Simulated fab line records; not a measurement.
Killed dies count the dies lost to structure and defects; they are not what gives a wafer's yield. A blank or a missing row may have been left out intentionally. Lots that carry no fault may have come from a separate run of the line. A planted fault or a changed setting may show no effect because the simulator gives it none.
Code-filled problem report in 8D (eight disciplines) form | flow sky130 | the parts of the form that need people (team, actions taken, sign-off) are left out

## 1. PROBLEM STATEMENT
Wafers without a fault read 15, standard deviation 4.6; killedAtFrontEnd at SKY_PAD_OPEN_PROBE_99 reads a mean of 54 on 6 wafers belonging to 2 lots. Measured from the usual mean, that is +8.4 standard deviations.
First seen on wafer L127.1, day 50 12:18, on prober-02. The record has a number at this step for 21 wafers belonging to 7 lots. The rule behind "out" and "out of limits": a value lying over 4 standard deviations away from the usual mean. The rest of the wafers with a number are treated as sound.

## 2. WHAT IT IS AND WHAT IT IS NOT
question                    | is                     | is not
which readings at this step | killedAtFrontEnd       | killed_at_M0_to_M3, killed_at_M4_up, killedAtContacts, killedAtOther, killedOpen, killedShort
which lots                  | L127, L128             | L108, L109, L114, L116, L118
which wafers of those lots  | all that have a number | -
read on which tools         | prober-01, prober-02   | -
when                        | from day 50 12:18      | up to then (15 sound wafers)

## 3. THE SUSPECTS, EACH WITH WHAT RULES IT OUT
Counting: a tool at a process step up to the reading stays a suspect if it ran every lot that is out and no sound lot after the first of them.
- lpcvd-02 at SKY_FIELD_ISO_CVD_03 (deposits Si3N4 from DCS/NH3, target thk 165 nm, time 2830 s): kept. All lots that are out passed through it, beginning with L127 at day 5 16:38, and no sound lot followed; its final sound lot before that point was L118 at day 3 19:56.
Remaining after the count: lpcvd-02 at SKY_FIELD_ISO_CVD_03.

## 4. THE CAUSE (what the simulator had put in)
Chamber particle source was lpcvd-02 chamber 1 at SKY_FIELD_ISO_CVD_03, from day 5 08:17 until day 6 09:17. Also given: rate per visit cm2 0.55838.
The count eliminated every tool but this one.

## 5. THE CHAIN OF EFFECTS, in route order
Each row: a reading where the mean over the struck wafers with a number is more than 3 standard deviations away from the usual. Only readings for which the record gives a usual standard deviation are gone through. hours: the time from each lot's start at the first step in this table that gives one to its start at this step, as a median over the lots. sigmas: the change in usual standard deviations.
hours | step                  | reading          | usual | on struck wafers | change | sigmas
0     | SKY_PAD_OPEN_PROBE_99 | killedAtFrontEnd | 15    | 54               | +38    | +8.4
0     | SKY_PAD_OPEN_PROBE_99 | killedDies       | 85    | 125              | +40    | +4.0
It contains these process steps:
- SKY_PAD_OPEN_PROBE_99

## 6. WHAT WOULD HAVE CAUGHT IT SOONER
In this record no reading fell out of limits until day 50 12:18, 1084 hours after the fault had begun at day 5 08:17.
No tool reading at SKY_FIELD_ISO_CVD_03 that has a usual standard deviation in the record was out on any struck wafer, so an alarm limit of 4 standard deviations on those readings would not have fired.
Lots out: 2; all had begun SKY_FIELD_ISO_CVD_03 on lpcvd-02 by day 50 12:18. A hold on the tool at that time would have spared none of them.
